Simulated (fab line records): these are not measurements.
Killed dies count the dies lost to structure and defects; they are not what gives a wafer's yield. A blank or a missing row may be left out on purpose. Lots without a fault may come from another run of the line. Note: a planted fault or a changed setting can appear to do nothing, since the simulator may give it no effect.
What tool caused it?    flow sky130    11 lots, 33 wafers sampled, at 6 steps of a route of 708

WHAT THE GAUGES READ, wafer by wafer
SKY_NWELL_TW_MEAS_15. Usual: for NWELL_TW the level is 1822 and the standard deviation is 26.
lot   measured      on             NWELL_TW                       flag
L539  day 5 02:35   film metro-03  1848 1846 1838                 
L540  day 5 06:40   film metro-03  1855 1851 1847                 
L541  day 5 13:21   film metro-01  1801 1787 1803                 
L542  day 5 17:27   film metro-02  1840 1834 1825                 
L544  day 6 11:44   film metro-03  1849 1845 1848                 
L547  day 7 04:33   film metro-03  1849 1864 1862                 
L553  day 8 13:19   film metro-03  2088 2084 2086 2087 2085 2084  OFF
L555  day 8 22:11   film metro-03  1844 1854 1854                 
L556  day 9 05:25   film metro-01  2026 2020 2019 2011 2021 2023  OFF
L559  day 9 21:55   film metro-03  1849 1837 1841                 
L560  day 10 11:58  film metro-01  1799 1807 1795                 

SKY_NWELL_RS_MEAS_29: uses a four-point probe to measure. Usual: for NWELL_RS the level is 624.6 ohm/sq and the standard deviation is 1.9.
lot   measured      on             NWELL_RS (ohm/sq)                    flag
L539  day 5 20:45   film metro-01  627.7 627.4 628.4                    
L540  day 6 01:17   film metro-03  625.1 622.8 622.5                    
L541  day 6 07:47   film metro-03  626.0 625.1 625.7                    
L542  day 6 12:04   film metro-02  620.7 623.2 621.8                    
L544  day 7 07:58   film metro-01  625.2 625.2 626.2                    
L547  day 8 01:25   film metro-02  623.9 625.5 625.2                    
L553  day 9 10:14   film metro-03  502.5 502.7 503.2 503.0 504.1 503.5  OFF
L555  day 9 19:50   film metro-02  622.5 622.1 624.1                    
L556  day 10 03:25  film metro-03  504.6 504.8 503.2 504.8 504.9 503.2  OFF
L559  day 10 20:54  film metro-03  623.5 623.4 624.4                    
L560  day 11 11:22  film metro-01  625.6 623.3 626.0                    

SKY_VT_ADJUST_PCH_OVL_MEAS_07. Usual: for VT_ADJUST_PCH_OVL the level is 0.9 nm and the standard deviation is 1.4.
lot   measured      on          VT_ADJUST_PCH_OVL (nm)  flag
L539  day 11 04:00  overlay-02  -1.4 -1.7 -0.5          
L540  day 11 11:14  overlay-02  2.6 3.0 1.3             
L541  day 11 14:25  overlay-02  3.0 2.2 1.7             
L542  day 11 21:52  overlay-02  0.4 0.5 0.4             
L544  day 12 23:35  overlay-02  0.3 1.3 1.1             
L547  day 13 20:31  overlay-02  3.9 3.1 3.3             
L555  day 16 00:22  overlay-01  -1.5 -0.3 -1.1          
L559  day 17 09:46  overlay-01  0.4 -0.4 1.1            
L560  day 18 04:26  overlay-01  0.8 0.4 0.4             

SKY_SD_P_CD_MEAS_07: the cd target is 380 nm. Usual: 380.4 nm for cd nm, sd 2.5.
lot   measured      on         cd nm (nm)         flag
L539  day 26 07:34  cd sem-01  376.7 377.1 375.6  
L540  day 26 22:26  cd sem-01  384.6 383.6 385.9  
L541  day 26 23:19  cd sem-01  381.2 381.0 379.9  
L542  day 27 09:58  cd sem-01  378.5 377.2 378.5  
L544  day 28 04:49  cd sem-01  381.8 385.4 382.8  
L547  day 30 03:25  cd sem-01  377.5 376.6 378.7  
L555  day 31 13:33  cd sem-01  379.0 379.3 381.5  
L559  day 32 23:20  cd sem-02  377.1 377.7 376.2  
L560  day 33 21:56  cd sem-02  383.7 384.3 382.4  

WHAT TOOL EACH LOT RAN ON (gives the tool, then ch and the chambers of the sampled wafers, and finally the start)
lot   SKY_NWELL_IMPLANT_11             SKY_POLY_CUT_ETCH_10
L539  implanter-04 ch 0, day 5 02:04   rie diel-01 ch 0,1,3, day 25 03:32
L540  implanter-02 ch 0, day 5 06:07   rie diel-04 ch 0,2,3, day 25 18:01
L541  implanter-04 ch 0, day 5 12:48   rie diel-01 ch 0,2, day 25 18:11
L542  implanter-03 ch 0, day 5 16:54   rie diel-01 ch 0,1,2, day 26 04:31
L544  implanter-02 ch 0, day 6 11:13   rie diel-03 ch 0,1, day 27 00:20
L547  implanter-04 ch 0, day 7 04:00   rie diel-01 ch 1,3, day 28 23:28
L553  implanter-04 ch 0, day 8 12:46   -
L555  implanter-02 ch 0, day 8 21:39   rie diel-01 ch 0,1, day 30 09:37
L556  implanter-04 ch 0, day 9 04:52   -
L559  implanter-03 ch 0, day 9 21:22   rie diel-01 ch 0,1, day 31 19:53
L560  implanter-02 ch 0, day 10 11:25  rie diel-01 ch 1,2,3, day 32 18:46
- SKY_NWELL_IMPLANT_11
- SKY_POLY_CUT_ETCH_10: etches BARC in N2/H2, stops on SiO2, time 45.9 s, target depth 60 nm.

AS READ BY THE TOOLS THEMSELVES (means over the sampled wafers that have a number; for cases with no such wafer, the mark the record gives instead)
SKY_NWELL_IMPLANT_11. Usual: beam on s 9.99 s, standard deviation 0.2; dose ions cm2 1.8994e+13, standard deviation 2.1e+10; faraday current uA 107.3, standard deviation 2.1.
lot   tool          beam on s (s)  dose ions cm2  faraday current uA  flag
L539  implanter-04  10.07          1.9002e+13     106.4               
L540  implanter-02  10.06          1.8991e+13     106.5               
L541  implanter-04  9.84           1.8978e+13     108.6               
L542  implanter-03  9.97           1.8998e+13     107.4               
L544  implanter-02  9.89           1.8991e+13     108.2               
L547  implanter-04  9.89           1.9002e+13     108.3               
L553  implanter-04  10.35          2.8341e+13     153.7               OFF
L555  implanter-02  10.04          1.9013e+13     106.6               
L556  implanter-04  10.64          2.8339e+13     150.7               OFF
L559  implanter-03  9.90           1.9021e+13     108.0               
L560  implanter-02  9.74           1.8993e+13     109.7               

SKY_POLY_CUT_ETCH_10. Usual: drypump motor current A 5.79 A, standard deviation 0.25; oes product au 0.855 a.u., standard deviation 0.0047; throttle valve pct 13.225 %, standard deviation 0.0098.
lot   tool         drypump motor current A (A)  oes product au (a.u.)  throttle valve pct (%)  flag
L539  rie diel-01  5.85                         0.853                  13.217                  
L540  rie diel-04  5.83                         0.852                  13.228                  
L541  rie diel-01  5.83                         0.856                  13.230                  
L542  rie diel-01  5.74                         0.854                  13.228                  
L544  rie diel-03  5.75                         0.858                  13.224                  
L547  rie diel-01  5.82                         0.856                  13.221                  
L555  rie diel-01  5.89                         0.862                  13.216                  
L559  rie diel-01  5.90                         0.849                  13.228                  
L560  rie diel-01  5.71                         0.855                  13.225                  

THE ANSWER, worked out from the rows above alone
Rule: take the mean of a lot's wafers that have a number; if it is more than 3 standard deviations from the usual mean, the lot is off. A lot without any number at a reading at which 4 lots or more have one is off too. Any other lot the step has rows for is counted as sound. Order of review: gauges by route order, followed by the tools' own readings, for which a lot's mean as printed above is used. At the first step where some lot is off, the reading lying furthest off is the one used; lots without a number count as furthest.
Off: at SKY_NWELL_TW_MEAS_15 (NWELL_TW), L553, L556.
A tool fits if, at a process step before that reading, it ran every lot that is off, and no sound lot after the first of them. Not tried: the gauges at SKY_NWELL_TW_MEAS_15; whatever is off there is also off at SKY_NWELL_IMPLANT_11, on other tools, and gauge error can't account for it. One fits: SKY_NWELL_IMPLANT_11 on implanter-04. A fault onset in the window from L547 (day 7 04:00, its last sound lot) to L553 (day 8 12:46, its first lot off) fits.
The tool's own readings at SKY_NWELL_IMPLANT_11 bear it out: on the lots that are off they differ by more than 5 times the standard deviation of the sound lots' means. beam on s reads 10.50 s there against 9.93 s on the sound lots; dose ions cm2 reads 2.8340e+13 there against 1.8999e+13 on the sound lots; faraday current uA reads 152.2 there against 107.7 on the sound lots.

WHAT WAS PUT IN BY THE SIMULATOR
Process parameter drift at SKY_NWELL_IMPLANT_11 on implanter-04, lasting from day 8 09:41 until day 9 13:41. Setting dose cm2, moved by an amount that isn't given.
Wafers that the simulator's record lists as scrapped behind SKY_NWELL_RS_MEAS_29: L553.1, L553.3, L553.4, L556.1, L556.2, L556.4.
Lots struck among those shown: L553, L556. The rule above found the same.
